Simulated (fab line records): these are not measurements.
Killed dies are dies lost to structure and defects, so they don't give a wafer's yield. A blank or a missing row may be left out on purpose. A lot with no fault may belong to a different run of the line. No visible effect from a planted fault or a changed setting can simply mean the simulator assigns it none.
What tool caused it? + flow gf180mcu + 6 lots with 18 wafers sampled at 3 steps, on a route of 602 steps

## WHAT THE GAUGES SHOWED, per wafer
GF_SAB_CD_MEAS_09: the cd target is 420 nm.
| lot  | measured     | on        | cd_nm (nm)        |
|------|--------------|-----------|-------------------|
| L826 | day 15 14:58 | cd_sem-01 | 419.2 419.9 420.5 |
| L830 | day 17 06:23 | cd_sem-02 | 419.8 419.2 420.8 |
| L837 | day 20 03:20 | cd_sem-02 | 415.3 418.7 417.3 |
| L839 | day 21 00:38 | cd_sem-01 | 420.9 423.9 422.0 |
| L844 | day 22 13:46 | cd_sem-02 | 418.8 419.7 417.6 |
| L846 | day 22 20:06 | cd_sem-02 | 421.4 422.1 420.7 |

## TOOL THAT RAN EACH LOT (tool first, then ch and the chambers of the sampled wafers, then the start)
| lot  | GF_PSD_STRIP_10                      | GF_SAB_DEVELOP_08                 |
|------|--------------------------------------|-----------------------------------|
| L826 | plasma_asher-01 ch 0,1, day 14 17:38 | litho_track-01 ch 0, day 15 14:49 |
| L830 | plasma_asher-01 ch 0,1, day 16 07:38 | litho_track-01 ch 0, day 17 06:14 |
| L837 | plasma_asher-01 ch 0,1, day 19 02:35 | litho_track-03 ch 0, day 20 03:11 |
| L839 | plasma_asher-03 ch 0,1, day 20 00:05 | litho_track-02 ch 0, day 21 00:29 |
| L844 | plasma_asher-03 ch 1, day 21 13:17   | litho_track-02 ch 0, day 22 13:37 |
| L846 | plasma_asher-02 ch 1, day 21 20:17   | litho_track-03 ch 0, day 22 19:58 |
- GF_PSD_STRIP_10: strips in O2/N2.
- GF_SAB_DEVELOP_08: develop time 60 s.

## THE ANSWER, worked out from the rows above alone
Rule: what is usual is taken from the lots themselves. Put in order of their means at a reading, lots are off if they are a third of the lots or fewer, leave a main group of 4 or more, and stand apart from it by a gap of 3 or more times the standard deviation of the main group's means; of several such gaps the widest counts. A main group is skipped when, at the precision printed for the reading in the tables above, its means are all equal. A lot without any number at a reading at which 4 lots or more have one is off too. Where the step has rows for the other lots, those lots are counted as sound.
None of the lots is off at any reading shown; this tells nothing.

## WHAT WAS PUT IN BY THE SIMULATOR
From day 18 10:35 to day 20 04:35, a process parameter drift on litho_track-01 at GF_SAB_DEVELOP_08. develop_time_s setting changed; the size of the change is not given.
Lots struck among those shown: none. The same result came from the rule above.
